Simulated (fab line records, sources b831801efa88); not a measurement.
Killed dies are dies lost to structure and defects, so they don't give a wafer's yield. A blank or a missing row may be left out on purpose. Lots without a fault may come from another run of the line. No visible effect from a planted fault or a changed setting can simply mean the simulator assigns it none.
One fault through the eyes of 2 desks || flow gf180mcu || every desk sees just its own numbers, and what lay behind them comes last

## TOOL OWNER'S DESK, implanter-03
The tool's own readings at GF_MVPSD_IMPLANT_08, given as means over the sampled wafers that have a number, one for each lot that went through this tool. The brackets show how far a lot's mean lies from the usual mean; more than 4 standard deviations puts the lot out of limits, marked OUT.
Columns: A = tilt deg at GF_MVPSD_IMPLANT_08, usual 0.006 degrees
{"lot": "L809", "first seen here": "day 7 06:07", "A": "4.561 (+99 or more) OUT"}
{"lot": "L810", "first seen here": "day 7 11:31", "A": "4.547 (+99 or more) OUT"}
{"lot": "L811", "first seen here": "day 7 14:17", "A": "4.530 (+99 or more) OUT"}
{"lot": "L821", "first seen here": "day 10 00:13", "A": -0.013}
This desk's verdict: out of limits on L809, L810, L811, starting with L809 at day 7 06:07 (tilt deg at GF_MVPSD_IMPLANT_08). In limits: L821.

## METROLOGY DESK
What the gauges read, lot by lot, whatever tool the lot ran on: means of the sampled wafers that have a number. The brackets show how far a lot's mean lies from the usual mean; more than 4 standard deviations puts the lot out of limits, marked OUT.
Columns: A = DNWELL_TW at GF_DNWELL_TW_MEAS_09, usual 1359; B = MVSD_OVL at GF_MVSD_OVL_MEAS_07, usual -1.9 nm; C = MVPSD_TW at GF_MVPSD_TW_MEAS_11, usual 551; D = MVPSD_RS at GF_VT_IMPLANT_RS_MEAS_49, usual 1169 ohm/sq
{"lot": "L801", "first seen here": "day 2 19:55", "A": 1333, "B": -1.9, "C": 568, "D": 1176}
{"lot": "L803", "first seen here": "day 3 05:47", "A": 1374, "B": -1.9, "C": 544, "D": 1169}
{"lot": "L804", "first seen here": "day 3 12:17", "A": 1380, "B": -2.4, "C": 562, "D": 1171}
{"lot": "L805", "first seen here": "day 3 17:01", "A": 1352, "B": -1.3, "C": 564, "D": 1168}
{"lot": "L809", "first seen here": "day 4 17:31", "A": 1382, "B": -1.3, "C": "620 (+6.3) OUT", "D": "1358 (+61) OUT"}
{"lot": "L810", "first seen here": "day 4 22:43", "A": 1352, "B": -1.5, "C": "620 (+6.3) OUT", "D": "1355 (+60) OUT"}
{"lot": "L811", "first seen here": "day 5 02:52", "A": 1329, "B": -1.4, "C": "601 (+4.6) OUT", "D": "1356 (+60) OUT"}
{"lot": "L813", "first seen here": "day 5 10:07", "A": 1365, "B": -0.5, "C": 539, "D": 1168}
{"lot": "L817", "first seen here": "day 6 06:44", "A": 1345, "B": -1.5, "C": 539, "D": 1175}
{"lot": "L821", "first seen here": "day 7 04:44", "A": 1372, "B": -2.9, "C": 541, "D": 1170}
{"lot": "L822", "first seen here": "day 7 11:43", "A": 1332, "B": -3.9, "C": 563, "D": 1166}
{"lot": "L823", "first seen here": "day 7 15:26", "A": 1349, "B": -0.6, "C": 541, "D": 1173}
{"lot": "L824", "first seen here": "day 7 22:17", "A": 1322, "B": -1.2, "C": 542, "D": 1168}
This desk finds L809, L810, L811 out of limits, with the earliest case on L809 at day 7 06:30 (MVPSD_TW at GF_MVPSD_TW_MEAS_11). In limits: L801, L803, L804, L805, L813, L817, L821, L822, L823, L824.

## ALL TOGETHER
The tool owner's desk could have raised an alarm at day 7 06:07, on L809, L810, L811.
On L809, L810, L811, the metrology desk was in a position to raise an alarm at day 7 06:30.
Every lot named ran GF_MVPSD_IMPLANT_08 on implanter-03.

## WHAT THE SIMULATOR PUT IN
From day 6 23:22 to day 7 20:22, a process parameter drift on implanter-03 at GF_MVPSD_IMPLANT_08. Setting tilt deg, moved by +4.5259, from 0. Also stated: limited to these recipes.
Shown lots that were struck: L809, L810, L811.
Fault start to first reading out of limits, in hours, per desk: tool owner, 7; metrology, 7.
